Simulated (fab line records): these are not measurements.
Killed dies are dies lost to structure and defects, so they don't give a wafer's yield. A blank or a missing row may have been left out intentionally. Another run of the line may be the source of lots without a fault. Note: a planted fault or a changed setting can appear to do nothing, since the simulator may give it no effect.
A single fault, viewed from 2 desks -- flow gf180mcu -- every desk sees just its own numbers, and what lay behind them comes last

== FOR THE TOOL OWNER'S DESK: pvd sputter-01 ==
The tool's own readings at GF_M2_SPUTTER_02 (material AlCu, target thk 450 nm, time 23.9 s): means of the sampled wafers that have a number, for each lot that ran on this tool. A lot is out of limits, marked OUT, if its mean lies more than 4 standard deviations from the usual mean; the brackets give that distance.
Columns: A = cathode dc power W at GF_M2_SPUTTER_02, usual 10600 W; B = throttle valve pct at GF_M2_SPUTTER_02, usual 29.5 %
lot,first seen here,A,B
L976,day 20 13:28,10599,29.6
L978,day 21 09:42,10601,29.0
L983,day 23 01:49,10599,29.1
L990,day 25 10:46,11118 (+99 or more) OUT,28.7
L991,day 25 20:02,11118 (+99 or more) OUT,28.6
This desk's verdict: out of limits on L990, L991, starting with L990 at day 25 10:46 (cathode dc power W at GF_M2_SPUTTER_02). In limits: L976, L978, L983.

== METROLOGY DESK ==
What the gauges read, lot by lot, whatever tool the lot ran on: means of the sampled wafers that have a number. A lot is out of limits, marked OUT, if its mean lies more than 4 standard deviations from the usual mean; the brackets give that distance.
Columns: A = M2_ALCU_RS at GF_M2_RS_MEAS_05, usual 0.0693 ohm/sq; B = M2_ALCU_THK at GF_M2_THK_MEAS_06, usual 457 nm; C = V3_OVL at GF_V3_OVL_MEAS_15, usual 0 nm; D = V4_BOW at GF_V4_BOW_MEAS_05, usual 130 um
lot,first seen here,A,B,C,D
L976,day 20 13:33,0.0706,446,2,142
L977,day 20 22:59,0.0698,455,-11,121
L978,day 21 09:47,0.0694,452,2,132
L979,day 21 21:44,0.0692,457,1,134
L980,day 22 05:43,0.0688,458,-2,128
L983,day 23 01:55,0.0695,454,-5,135
L984,day 23 03:41,0.0678,469,-3,132
L990,day 25 10:52,0.0676,470,-1,120
L991,day 25 20:08,0.0664,477,1,130
L992,day 25 23:47,0.0691,457,-1,124
L993,day 26 02:17,0.0693,461,0,136
This desk's finding: nothing out of limits on any of the 11 lots.

== BROUGHT TOGETHER ==
The tool owner's desk could have raised an alarm at day 25 10:46, on L990, L991.
Metrology desk: nothing out of limits seen.
The metrology desk holds a record of L990, L991, inside its limits.
All the named lots went through GF_M2_SPUTTER_02 on pvd sputter-01.

== WHAT THE SIMULATOR HAD INSERTED ==
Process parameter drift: pvd sputter-01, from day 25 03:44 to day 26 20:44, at GF_M2_SPUTTER_02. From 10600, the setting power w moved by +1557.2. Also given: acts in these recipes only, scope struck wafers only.
Lots struck among those shown: L990, L991.
How many hours passed from the start of the fault until each desk's first out-of-limits reading: the tool owner's desk, 7.
